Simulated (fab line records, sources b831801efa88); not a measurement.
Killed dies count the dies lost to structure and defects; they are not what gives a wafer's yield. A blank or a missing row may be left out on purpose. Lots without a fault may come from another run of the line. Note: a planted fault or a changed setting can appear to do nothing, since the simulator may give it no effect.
Which tool did it?	flow sky130	Sampling: 13 lots, 39 wafers, 3 of 708 route steps

== WHAT THE GAUGES SHOWED, per wafer ==
SKY_NWELL_THK_MEAS_02.
lot	measured	on	NWELL_OXIDATION_THK (nm)
L978	day 2 10:18	film-metro-04	10.06 10.18 10.09
L980	day 2 23:29	film-metro-03	9.87 9.97 10.03
L982	day 3 10:32	film-metro-03	9.86 9.90 10.07
L985	day 4 01:35	film-metro-03	9.92 10.02 10.10
L986	day 4 08:47	film-metro-03	10.17 10.38 10.17
L988	day 4 17:06	film-metro-04	9.94 9.89 9.84
L989	day 5 01:14	film-metro-03	9.90 9.70 9.59
L990	day 5 05:24	film-metro-04	10.02 10.08 9.94
L993	day 5 19:55	film-metro-04	9.87 9.60 9.67
L998	day 6 22:37	film-metro-02	10.09 10.00 9.92
L999	day 7 02:02	film-metro-04	10.18 10.04 10.12
L100	day 7 06:22	film-metro-04	10.06 9.98 10.07
L101	day 7 12:50	film-metro-02	10.06 10.06 10.16

SKY_VT_ADJUST_HVTP_CD_MEAS_07: the cd target is 380 nm.
lot	measured	on	cd-nm (nm)
L978	day 5 22:58	cd-sem-01	378.1 377.6 380.7
L980	day 6 12:08	cd-sem-02	377.7 378.5 379.3
L982	day 7 02:56	cd-sem-02	377.8 377.0 377.9
L985	day 7 21:08	cd-sem-02	377.7 377.6 379.5
L986	day 8 06:20	cd-sem-01	381.9 382.6 380.2
L988	day 8 15:55	cd-sem-02	376.8 378.0 378.4
L989	day 9 01:47	cd-sem-02	382.8 383.9 378.1
L990	day 9 07:47	cd-sem-02	377.9 376.5 376.1
L993	day 10 00:20	cd-sem-01	375.7 376.8 376.8
L998	day 11 08:14	cd-sem-02	380.5 379.5 383.0
L999	day 11 12:43	cd-sem-01	379.5 379.3 377.6
L100	day 11 18:42	cd-sem-01	378.8 380.9 380.7
L101	day 12 02:19	cd-sem-01	382.5 381.8 379.0

== WHAT TOOL EACH LOT RAN ON (gives the tool, then ch and the chambers of the sampled wafers, and finally the start) ==
lot	SKY_NWELL_EXPOSE_20
L978	iline-stepper-02 ch 0, day 4 20:08
L980	iline-stepper-01 ch 0, day 5 09:13
L982	iline-stepper-02 ch 0, day 5 22:59
L985	iline-stepper-02 ch 0, day 6 15:35
L986	iline-stepper-01 ch 0, day 6 23:58
L988	iline-stepper-02 ch 0, day 7 09:38
L989	iline-stepper-02 ch 0, day 7 19:13
L990	iline-stepper-02 ch 0, day 8 00:05
L993	iline-stepper-01 ch 0, day 8 16:05
L998	iline-stepper-01 ch 0, day 9 22:45
L999	iline-stepper-02 ch 0, day 10 02:43
L100	iline-stepper-01 ch 0, day 10 07:28
L101	iline-stepper-01 ch 0, day 10 14:57
- SKY_NWELL_EXPOSE_20: exposes mask NWM COMPLEMENT, target cd 840 nm.

== AS READ BY THE TOOLS THEMSELVES (means over the sampled wafers that have a number; for cases with no such wafer, the mark the record gives instead) ==
The record holds no such reading with a usual standard deviation.

== THE ANSWER, worked out from the rows above alone ==
Rule: the usual values come from the lots themselves. Put in order of their means at a reading, lots are off if they are a third of the lots or fewer, leave a main group of 4 or more, and stand apart from it by a gap of 3 or more times the standard deviation of the main group's means; of several such gaps the widest counts. If all means in a main group match to the digits the tables above print for the reading, that group is not used. Also off: a lot with no number at a reading for which 4 or more lots have one. The other lots that the step has rows for count as sound. The gauges are gone through in route order, then the tools' own readings, and for those a lot's mean is taken as printed above. The first step at which some lot is off is used, and at that step the reading that is off furthest; a lot without a number counts as furthest.
Across all readings shown, no lot is off: no conclusion can be drawn from this.

== WHAT THE SIMULATOR HAD PUT IN ==
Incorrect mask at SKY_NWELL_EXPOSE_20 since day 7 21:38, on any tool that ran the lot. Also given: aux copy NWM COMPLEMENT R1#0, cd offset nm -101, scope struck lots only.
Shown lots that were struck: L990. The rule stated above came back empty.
